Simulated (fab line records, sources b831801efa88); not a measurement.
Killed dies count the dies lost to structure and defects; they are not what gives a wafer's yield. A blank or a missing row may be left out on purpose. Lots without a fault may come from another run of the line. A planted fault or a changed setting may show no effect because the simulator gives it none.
The tool behind it: which one? / flow sky130 / 13 lots, 39 wafers sampled, at 2 steps of a route of 708

## WHAT THE GAUGES SHOWED, per wafer
SKY_RES_XHIGH_TW_MEAS_09.
lot=L561; measured=day 27 21:34; on=film-metro-02; RES_XHIGH_TW=1676 1675 1671
lot=L562; measured=day 28 01:47; on=film-metro-04; RES_XHIGH_TW=1654 1657 1667
lot=L563; measured=day 28 07:40; on=film-metro-01; RES_XHIGH_TW=1610 1613 1611
lot=L564; measured=day 29 03:04; on=film-metro-04; RES_XHIGH_TW=1637 1641 1644
lot=L565; measured=day 29 05:23; on=film-metro-02; RES_XHIGH_TW=1665 1667 1666
lot=L566; measured=day 29 09:19; on=film-metro-01; RES_XHIGH_TW=1628 1623 1630
lot=L573; measured=day 31 23:46; on=film-metro-02; RES_XHIGH_TW=1665 1673 1671
lot=L574; measured=day 32 03:55; on=film-metro-02; RES_XHIGH_TW=1662 1659 1669
lot=L575; measured=day 32 04:13; on=film-metro-04; RES_XHIGH_TW=1634 1641 1645
lot=L576; measured=day 32 22:31; on=film-metro-04; RES_XHIGH_TW=1651 1647 1649
lot=L577; measured=day 33 01:02; on=film-metro-02; RES_XHIGH_TW=1657 1667 1663
lot=L579; measured=day 33 09:17; on=film-metro-04; RES_XHIGH_TW=1646 1649 1640
lot=L582; measured=day 34 18:58; on=film-metro-02; RES_XHIGH_TW=1646 1655 1656

## TOOL THAT RAN EACH LOT (tool first, then ch and the chambers of the sampled wafers, then the start)
lot=L561; SKY_POLY_CUT_ETCH_10=rie-diel-04 ch 0,2, day 25 09:10
lot=L562; SKY_POLY_CUT_ETCH_10=rie-diel-04 ch 0,3, day 25 12:51
lot=L563; SKY_POLY_CUT_ETCH_10=rie-diel-03 ch 1,2,3, day 25 21:10
lot=L564; SKY_POLY_CUT_ETCH_10=rie-diel-04 ch 2,3, day 26 15:10
lot=L565; SKY_POLY_CUT_ETCH_10=rie-diel-04 ch 0,1,3, day 26 18:01
lot=L566; SKY_POLY_CUT_ETCH_10=rie-diel-02 ch 0,2,3, day 26 21:30
lot=L573; SKY_POLY_CUT_ETCH_10=rie-diel-02 ch 0,2,3, day 29 12:48
lot=L574; SKY_POLY_CUT_ETCH_10=rie-diel-04 ch 0,1, day 29 19:33
lot=L575; SKY_POLY_CUT_ETCH_10=rie-diel-03 ch 1,2,3, day 29 19:55
lot=L576; SKY_POLY_CUT_ETCH_10=rie-diel-04 ch 0,1,2, day 30 12:28
lot=L577; SKY_POLY_CUT_ETCH_10=rie-diel-04 ch 1,2, day 30 15:22
lot=L579; SKY_POLY_CUT_ETCH_10=rie-diel-04 ch 0,2,3, day 30 23:58
lot=L582; SKY_POLY_CUT_ETCH_10=rie-diel-04 ch 0,1,3, day 32 11:30
- SKY_POLY_CUT_ETCH_10: etches BARC in N2/H2, stops on SiO2, time 45.9 s, target depth 60 nm.

## AS READ BY THE TOOLS THEMSELVES (means over the sampled wafers that have a number; for cases with no such wafer, the mark the record gives instead)
SKY_POLY_CUT_ETCH_10.
lot=L561; tool=rie-diel-04; chamber-pressure-mTorr (mTorr)=30.005; drypump-motor-current-A (A)=5.4; oes-product-au (a.u.)=0.852; throttle-valve-pct (%)=13.221
lot=L562; tool=rie-diel-04; chamber-pressure-mTorr (mTorr)=29.994; drypump-motor-current-A (A)=5.9; oes-product-au (a.u.)=0.854; throttle-valve-pct (%)=13.229
lot=L563; tool=rie-diel-03; chamber-pressure-mTorr (mTorr)=30.002; drypump-motor-current-A (A)=5.5; oes-product-au (a.u.)=0.851; throttle-valve-pct (%)=13.216
lot=L564; tool=rie-diel-04; chamber-pressure-mTorr (mTorr)=29.993; drypump-motor-current-A (A)=5.9; oes-product-au (a.u.)=0.851; throttle-valve-pct (%)=13.233
lot=L565; tool=rie-diel-04; chamber-pressure-mTorr (mTorr)=30.009; drypump-motor-current-A (A)=5.8; oes-product-au (a.u.)=0.852; throttle-valve-pct (%)=13.217
lot=L566; tool=rie-diel-02; chamber-pressure-mTorr (mTorr)=30.002; drypump-motor-current-A (A)=5.9; oes-product-au (a.u.)=0.850; throttle-valve-pct (%)=13.227
lot=L573; tool=rie-diel-02; chamber-pressure-mTorr (mTorr)=30.016; drypump-motor-current-A (A)=5.9; oes-product-au (a.u.)=0.849; throttle-valve-pct (%)=13.224
lot=L574; tool=rie-diel-04; chamber-pressure-mTorr (mTorr)=30.007; drypump-motor-current-A (A)=5.5; oes-product-au (a.u.)=0.854; throttle-valve-pct (%)=13.223
lot=L575; tool=rie-diel-03; chamber-pressure-mTorr (mTorr)=30.020; drypump-motor-current-A (A)=5.5; oes-product-au (a.u.)=0.854; throttle-valve-pct (%)=13.215
lot=L576; tool=rie-diel-04; chamber-pressure-mTorr (mTorr)=30.002; drypump-motor-current-A (A)=5.5; oes-product-au (a.u.)=0.855; throttle-valve-pct (%)=13.230
lot=L577; tool=rie-diel-04; chamber-pressure-mTorr (mTorr)=29.996; drypump-motor-current-A (A)=5.7; oes-product-au (a.u.)=0.850; throttle-valve-pct (%)=13.230
lot=L579; tool=rie-diel-04; chamber-pressure-mTorr (mTorr)=30.016; drypump-motor-current-A (A)=5.7; oes-product-au (a.u.)=0.852; throttle-valve-pct (%)=13.222
lot=L582; tool=rie-diel-04; chamber-pressure-mTorr (mTorr)=30.019; drypump-motor-current-A (A)=5.7; oes-product-au (a.u.)=0.856; throttle-valve-pct (%)=13.216

## THE ANSWER, worked out from the rows above alone
Rule: the lots themselves supply what counts as usual. Put in order of their means at a reading, lots are off if they are a third of the lots or fewer, leave a main group of 4 or more, and stand apart from it by a gap of 3 or more times the standard deviation of the main group's means; of several such gaps the widest counts. A main group is skipped when, at the precision printed for the reading in the tables above, its means are all equal. A lot without any number at a reading at which 4 lots or more have one is off too. Any other lot the step has rows for is counted as sound. The gauges are gone through in route order, then the tools' own readings, and for those a lot's mean is taken as printed above. At the first step where some lot is off, the reading lying furthest off is the one used; lots without a number count as furthest.
None of the lots is off at any reading shown; this tells nothing.

## WHAT THE SIMULATOR HAD PUT IN
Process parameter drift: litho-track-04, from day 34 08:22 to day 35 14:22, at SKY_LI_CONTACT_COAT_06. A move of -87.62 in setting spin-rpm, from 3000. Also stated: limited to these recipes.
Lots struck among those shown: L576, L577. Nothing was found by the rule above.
